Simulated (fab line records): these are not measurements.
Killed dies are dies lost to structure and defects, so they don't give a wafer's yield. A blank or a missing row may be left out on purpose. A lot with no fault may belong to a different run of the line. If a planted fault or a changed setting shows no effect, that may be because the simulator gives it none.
What tool caused it? || flow sky130 || 12 lots with 36 wafers sampled at 3 steps, on a route of 708 steps

== WHAT THE GAUGES SHOWED, per wafer ==
SKY_VIA1_BOW_MEAS_03.
{"lot": "L075", "measured": "day 33 07:53", "on": "film-metro-01", "VIA1_BOW (um)": "88 90 75"}
{"lot": "L077", "measured": "day 33 23:07", "on": "film-metro-04", "VIA1_BOW (um)": "92 70 66"}
{"lot": "L079", "measured": "day 35 05:47", "on": "film-metro-02", "VIA1_BOW (um)": "78 80 77"}
{"lot": "L081", "measured": "day 35 07:56", "on": "film-metro-02", "VIA1_BOW (um)": "76 82 79"}
{"lot": "L083", "measured": "day 35 21:43", "on": "film-metro-04", "VIA1_BOW (um)": "67 75 83"}
{"lot": "L086", "measured": "day 36 18:57", "on": "film-metro-01", "VIA1_BOW (um)": "78 87 81"}
{"lot": "L087", "measured": "day 37 05:56", "on": "film-metro-02", "VIA1_BOW (um)": "82 86 75"}
{"lot": "L089", "measured": "day 38 03:00", "on": "film-metro-04", "VIA1_BOW (um)": "76 73 85"}
{"lot": "L091", "measured": "day 38 15:13", "on": "film-metro-04", "VIA1_BOW (um)": "73 74 68"}
{"lot": "L093", "measured": "day 38 21:26", "on": "film-metro-02", "VIA1_BOW (um)": "69 70 76"}
{"lot": "L095", "measured": "day 39 12:00", "on": "film-metro-01", "VIA1_BOW (um)": "86 76 79"}
{"lot": "L096", "measured": "day 41 16:50", "on": "film-metro-01", "VIA1_BOW (um)": "65 81 79"}

== WHAT TOOL EACH LOT RAN ON (gives the tool, then ch and the chambers of the sampled wafers, and finally the start) ==
{"lot": "L075", "SKY_CONTACT_CVD_24": "cvd-w-02 ch 0,1, day 32 02:05", "SKY_METAL1_SPUTTER_04": "pvd-sputter-03, day 32 02:43"}
{"lot": "L077", "SKY_CONTACT_CVD_24": "cvd-w-01 ch 0,1, day 32 18:29", "SKY_METAL1_SPUTTER_04": "pvd-sputter-01, day 32 19:08"}
{"lot": "L079", "SKY_CONTACT_CVD_24": "cvd-w-01 ch 0,1, day 34 01:20", "SKY_METAL1_SPUTTER_04": "pvd-sputter-01, day 34 01:59"}
{"lot": "L081", "SKY_CONTACT_CVD_24": "cvd-w-01 ch 0,1, day 34 03:00", "SKY_METAL1_SPUTTER_04": "pvd-sputter-01, day 34 03:38"}
{"lot": "L083", "SKY_CONTACT_CVD_24": "cvd-w-02 ch 0, day 34 17:26", "SKY_METAL1_SPUTTER_04": "pvd-sputter-03, day 34 18:07"}
{"lot": "L086", "SKY_CONTACT_CVD_24": "cvd-w-02 ch 1, day 35 14:22", "SKY_METAL1_SPUTTER_04": "pvd-sputter-01, day 35 15:03"}
{"lot": "L087", "SKY_CONTACT_CVD_24": "cvd-w-02 ch 0,1, day 36 02:06", "SKY_METAL1_SPUTTER_04": "pvd-sputter-04, day 36 02:50"}
{"lot": "L089", "SKY_CONTACT_CVD_24": "cvd-w-01 ch 0,1, day 36 22:18", "SKY_METAL1_SPUTTER_04": "pvd-sputter-03, day 36 22:59"}
{"lot": "L091", "SKY_CONTACT_CVD_24": "cvd-w-01 ch 0,1, day 37 11:07", "SKY_METAL1_SPUTTER_04": "pvd-sputter-03, day 37 11:48"}
{"lot": "L093", "SKY_CONTACT_CVD_24": "cvd-w-01 ch 0,1, day 37 17:26", "SKY_METAL1_SPUTTER_04": "pvd-sputter-03, day 37 18:07"}
{"lot": "L095", "SKY_CONTACT_CVD_24": "cvd-w-01 ch 0,1, day 38 08:10", "SKY_METAL1_SPUTTER_04": "pvd-sputter-01, day 38 08:51"}
{"lot": "L096", "SKY_CONTACT_CVD_24": "cvd-w-02 ch 0,1, day 40 14:25", "SKY_METAL1_SPUTTER_04": "pvd-sputter-01, day 40 15:05"}
- SKY_CONTACT_CVD_24: deposits W, target thk 340 nm, time 102.12 s.
- SKY_METAL1_SPUTTER_04: material TiN, target thk 70 nm, time 58.3 s.

== THE ANSWER, worked out from the rows above alone ==
Rule: the usual values come from the lots themselves. The widest of any qualifying gaps counts: lots, ordered by their means at a reading, are off when they make up no more than a third of the lots, leave a main group of 4 or more, and stand apart from it by 3 or more times the standard deviation of that group's means. The tables above print the reading to a certain number of digits; a main group whose means all agree to those digits is not used. Also off: a lot with no number at a reading for which 4 or more lots have one. All remaining lots with rows at the step are treated as sound.
No lot is off at any reading shown: from this, nothing can be told.

== WHAT THE SIMULATOR HAD INSERTED ==
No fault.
